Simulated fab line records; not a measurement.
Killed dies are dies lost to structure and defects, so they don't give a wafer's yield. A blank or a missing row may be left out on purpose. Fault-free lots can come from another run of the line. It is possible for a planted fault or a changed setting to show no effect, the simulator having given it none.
Chamber matching	flow gf180mcu	cmp-02 running GF_V1_CMP_04: 4 sister chambers
The step polishes SiO2. 18 wafers are shown with their chamber, then 9 later ones without.

== WAFERS PAIRED WITH THEIR CHAMBERS ==
wafer	chamber	motor_current_A (A)	time_to_endpoint_s (s)	edge_zone_pressure_frac
L116.4	0	14.6	80	1.005
L116.5	0	14.4	86	1.001
L116.6	3	11.2	84	0.998
L119.1	1	11.2	79	0.993
L119.2	3	11.0	82	0.997
L119.6	1	11.4	80	0.998
L122.1	2	12.8	76	1.005
L122.4	0	14.2	83	1.005
L122.6	0	14.0	84	1.005
L123.3	2	12.8	82	0.997
L123.5	3	10.6	85	1.005
L123.6	0	14.6	88	0.995
L124.2	1	11.1	83	1.005
L124.5	3	11.1	87	1.002
L124.6	2	13.0	86	1.001
L125.1	2	12.5	80	1.005
L125.3	1	11.3	81	0.999
L125.4	3	10.5	86	0.994

SIGNATURES (means of the wafers above)
reading	chamber 0	chamber 1	chamber 2	chamber 3	scatter within a chamber
motor_current_A	14.360	11.250	12.775	10.880	0.245
time_to_endpoint_s	84.20	80.75	81.00	84.80	2.83
edge_zone_pressure_frac	1.00220	0.99875	1.00200	0.99920	0.00438
Rule: a wafer lies at a distance from a chamber equal to the root of the sum of squares, over the readings, of (its reading less the chamber's mean, divided by the reading's scatter). The wafer belongs to the nearest chamber; if the next one is less than 2 further off, it can't be placed. The scatter is the square root of a quotient: the sum, over the shown wafers, of each reading's squared deviation from its chamber's mean, divided by wafers minus chambers.

== WAFERS MISSING THEIR CHAMBER ==
wafer	motor_current_A (A)	time_to_endpoint_s (s)	edge_zone_pressure_frac
L135.3	13.1	69	1.011
L135.5	12.5	74	1.011
L135.6	10.4	72	1.007
L136.1	10.7	80	1.002
L136.2	14.6	75	0.995
L136.6	10.4	81	0.998
L138.2	11.2	70	1.002
L138.3	13.2	79	0.997
L138.4	12.6	74	0.991

== WHICH CHAMBER EACH WENT THROUGH ==
wafer	from the rows above	in truth
L135.3	2	2
L135.5	2	2
L135.6	can't be placed: 1 or 3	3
L136.1	can't be placed: 3 or 1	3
L136.2	0	0
L136.6	can't be placed: 3 or 1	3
L138.2	can't be placed: 1 or 3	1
L138.3	2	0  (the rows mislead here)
L138.4	2	2
Correct placement for 4 of the 9. Unplaceable from these rows: 4, with the true chamber sitting among the candidates in 4. 1 placed wrongly.
